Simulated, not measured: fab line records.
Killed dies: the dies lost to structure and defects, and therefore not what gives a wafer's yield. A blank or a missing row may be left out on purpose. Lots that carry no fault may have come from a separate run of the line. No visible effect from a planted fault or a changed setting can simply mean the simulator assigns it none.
Split-lot study -- flow sky130 -- route with 708 steps; 5 lots, 23 wafers read

## ABOUT THE SPLIT
At SKY_METAL4_SPUTTER_03 (material Ti, target thk 5 nm, time 3.3 s), the setting powerW was moved away from the recipe's 3000 W on 9 of the 23 wafers read, by -7.5% to +11.4%. This setting was run at the recipe's value on the other wafers.

Reading taken at the split's own step.

## THE READING
Ti_of_METAL4_SPUTTER_03.thkNm (the simulator's own value, which no gauge read), in nm, at SKY_METAL4_SPUTTER_03 (material Ti, target thk 5 nm, time 3.3 s). The file gives no usual value for it. Across the 14 wafers here that went through the recipe, the average is 4.971 nm and the standard deviation 0.13 nm.

wafer,"tool, chamber at the split","powerW as run, W",against the recipe,"Ti_of_METAL4_SPUTTER_03.thkNm, nm",against lot-mates on the recipe
L074.1,"pvdSputter-04, -",2830,-5.7%,4.623,-0.236
L074.2,"pvdSputter-04, -",3000,recipe,4.868,-
L074.3,"pvdSputter-04, -",2830,-5.7%,4.651,-0.208
L074.4,"pvdSputter-04, -",3000,recipe,4.849,-
L074.5,"pvdSputter-04, -",2830,-5.7%,4.594,-0.264
L075.1,"pvdSputter-04, -",3000,recipe,4.957,-
L075.4,"pvdSputter-04, -",3000,recipe,4.966,-
L075.5,"pvdSputter-04, -",3000,recipe,4.929,-
L077.1,"pvdSputter-04, -",3000,recipe,4.782,-
L077.2,"pvdSputter-04, -",2776,-7.5%,4.533,-0.285
L077.4,"pvdSputter-04, -",2776,-7.5%,4.43,-0.389
L077.5,"pvdSputter-04, -",2776,-7.5%,4.505,-0.314
L077.6,"pvdSputter-04, -",3000,recipe,4.855,-
L080.2,"pvdSputter-04, -",3341,+11.4%,5.699,+0.601
L080.3,"pvdSputter-04, -",3341,+11.4%,5.722,+0.624
L080.4,"pvdSputter-04, -",3000,recipe,5.153,-
L080.5,"pvdSputter-04, -",3341,+11.4%,5.589,+0.491
L080.6,"pvdSputter-04, -",3000,recipe,5.043,-
L084.1,"pvdSputter-01, -",3000,recipe,5.17,-
L084.2,"pvdSputter-01, -",3000,recipe,4.905,-
L084.3,"pvdSputter-01, -",3000,recipe,5.142,-
L084.5,"pvdSputter-01, -",3000,recipe,5.116,-
L084.6,"pvdSputter-01, -",3000,recipe,4.852,-

FIT RESULTS
A straight line over all 23 wafers: Ti_of_METAL4_SPUTTER_03.thkNm changes by +0.0622 nm for each +1% of powerW; r = +0.96; the points scatter about the line by 0.11 nm.
The same after taking each lot's own level away (the mean of its wafers on the recipe; 23 wafers): +0.0475 nm for each +1%; r = +0.96; scatter 0.075 nm.
Per that fit: largest powerW move, reading shift of 0.54 nm.
Across the lots, their own levels run from 4.8185 to 5.0980 nm, a range of 2.2 times the standard deviation given above.
So the lot-to-lot level changes the slope: the two fits differ.
Check: for one of the wafers moved furthest among these (+11.4%), held out of the fit, the line's prediction against its lot-mates is +0.536 nm. Against them it came out at +0.601 nm.

## ADDITIONAL SPLITS CARRIED BY THESE WAFERS
Before the reading, these wafers also passed through other splits. Each is held against what the fit with the lots' levels taken away leaves over:
other split on the same wafers,wafers away from the commonest value,r with Ti_of_METAL4_SPUTTER_03.thkNm (lot level and that fit taken away)
SKY_VIA2_COAT_07 spinRpm,5,+0.06
SKY_VIA2_ETCH_15 timeS,7,-0.14
SKY_VIA2_CVD_21 tempC,12,-0.10
SKY_CAPM_COAT_07 resistThkNm,7,-0.27
SKY_VIA3_CVD_21 pressureTorr,10,+0.09

## THE FILE'S OWN FIT
Ti_of_METAL4_SPUTTER_03.thkNm changes by +0.0474 nm for each +1% of powerW, r = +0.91.
